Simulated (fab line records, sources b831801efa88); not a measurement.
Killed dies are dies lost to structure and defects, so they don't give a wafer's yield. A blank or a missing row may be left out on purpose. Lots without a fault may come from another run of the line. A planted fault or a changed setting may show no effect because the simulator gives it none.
One fault seen from 2 desks | flow sky130 | each desk has only its own numbers; what lay behind them comes last

THE METROLOGY DESK
What the gauges read, lot by lot, whatever tool the lot ran on: means of the sampled wafers that have a number. A lot is out of limits, marked OUT, if its mean lies more than 4 standard deviations from the usual mean; the brackets give that distance.
Columns: A = VIA1_W_THK at SKY_VIA1_THK_MEAS_23, usual 273 nm; B = METAL2_ALCU_RS at SKY_METAL2_RS_MEAS_05, usual 0.1265 ohm/sq; C = METAL2_ALCU_THK at SKY_METAL2_THK_MEAS_06, usual 255 nm; D = cd_nm at SKY_METAL2_CD_MEAS_15, usual 140.3 nm; E = METAL2_OVL at SKY_METAL2_OVL_MEAS_16, usual 3 nm
lot  | first seen here | A   | B      | C   | D     | E
L647 | day 34 12:47    | 275 | 0.1260 | 255 | 140.1 | 2
L658 | day 38 04:17    | 269 | 0.1262 | 257 | 137.7 | 9
L660 | day 38 21:54    | 277 | 0.1270 | 254 | 139.3 | 9
L662 | day 39 09:18    | 273 | 0.1266 | 255 | 140.8 | 9
L664 | day 40 04:38    | 276 | 0.1271 | 253 | 144.1 | 5
L668 | day 40 23:34    | 274 | 0.1262 | 255 | 139.2 | -2
This desk's finding: nothing out of limits on any of the 6 lots.

THE TOOL OWNER'S DESK: litho_track-02
The tool's own readings at SKY_METAL2_COAT_10 (resist thk 450 nm): means of the sampled wafers that have a number, for each lot that ran on this tool. A lot is out of limits, marked OUT, if its mean lies more than 4 standard deviations from the usual mean; the brackets give that distance.
Columns: A = spin_speed_rpm at SKY_METAL2_COAT_10, usual 3000.1 rpm
lot  | first seen here | A
L647 | day 35 03:00    | 3001.5
L658 | day 38 17:00    | 2939.8 (-34) OUT
L660 | day 39 10:00    | 2938.7 (-34) OUT
This desk's finding: out of limits on L658, L660; first on L658, day 38 17:00 (spin_speed_rpm at SKY_METAL2_COAT_10). In limits: L647.

PUT TOGETHER
The tool owner's desk could have raised an alarm at day 38 17:00, on L658, L660.
The metrology desk saw nothing out of limits.
The metrology desk has L658, L660 on record, within its limits.
Of the lots named, all ran SKY_METAL2_COAT_10 on litho_track-02.

WHAT THE SIMULATOR HAD PUT IN
Process parameter drift: litho_track-02, from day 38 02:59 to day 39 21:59, at SKY_METAL2_COAT_10. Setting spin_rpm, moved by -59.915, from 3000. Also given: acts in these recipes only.
Lots struck among those shown: L658, L660.
Hours from the fault's start to each desk's first reading out of limits: the tool owner's desk, 14.
